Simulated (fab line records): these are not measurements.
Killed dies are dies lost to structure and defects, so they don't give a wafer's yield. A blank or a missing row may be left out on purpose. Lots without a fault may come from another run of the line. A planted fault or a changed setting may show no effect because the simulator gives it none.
Chamber matching | flow gf180mcu | GF_V4_CMP_04 on cmp-02 has 4 sister chambers
The step polishes SiO2. 16 wafers are shown with their chamber, then 7 later ones without.

## WAFERS WITH THEIR CHAMBER
wafer  | chamber | motor-current-A (A) | time-to-endpoint-s (s)
L225.1 | 2       | 11.4                | 75
L225.4 | 1       | 11.1                | 83
L225.6 | 0       | 12.2                | 86
L226.1 | 2       | 12.2                | 88
L226.5 | 2       | 12.0                | 89
L226.6 | 3       | 10.3                | 91
L227.1 | 3       | 10.4                | 91
L227.4 | 2       | 12.3                | 92
L227.5 | 0       | 11.6                | 93
L231.1 | 0       | 11.9                | 78
L231.5 | 2       | 12.3                | 83
L231.6 | 3       | 10.2                | 77
L243.3 | 3       | 10.5                | 79
L243.5 | 0       | 11.5                | 83
L245.2 | 3       | 10.1                | 74
L245.3 | 1       | 11.7                | 75

SIGNATURES (averages over the wafers above)
reading            | chamber 0 | chamber 1 | chamber 2 | chamber 3 | scatter within a chamber
motor-current-A    | 11.800    | 11.400    | 12.040    | 10.300    | 0.31
time-to-endpoint-s | 85.00     | 79.00     | 85.40     | 82.40     | 6.99
Rule: for each reading, subtract the chamber's mean from the wafer's reading, divide by that reading's scatter and square the result; add these up over the readings and take the root, which gives the wafer's distance from the chamber. If the next closest chamber is less than 2 further off than the closest, the wafer can't be placed; otherwise it belongs to the closest. How the scatter is found: for the shown wafers, subtract from each reading the mean of its chamber, square and add these, divide the total by (wafers less chambers), then take the root.

## WAFERS WHOSE CHAMBER IS MISSING
wafer  | motor-current-A (A) | time-to-endpoint-s (s)
L245.4 | 11.7                | 77
L246.1 | 10.0                | 75
L246.3 | 11.9                | 74
L246.6 | 11.0                | 80
L248.1 | 12.3                | 74
L248.2 | 12.3                | 67
L248.5 | 11.4                | 71

## THE CHAMBER EACH PASSED THROUGH
wafer  | from the rows above          | in truth
L245.4 | can't be placed: 1 or 0 or 2 | 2
L246.1 | 3                            | 3
L246.3 | can't be placed: 0 or 2 or 1 | 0
L246.6 | can't be placed: 1 or 3 or 0 | 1
L248.1 | can't be placed: 2 or 0 or 1 | 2
L248.2 | can't be placed: 2 or 0 or 1 | 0
L248.5 | can't be placed: 1 or 0 or 2 | 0
Placed correctly: 1 of 7. Can't be placed from these rows: 6 (the true chamber is among the candidates in 6). Placed wrongly: 0.
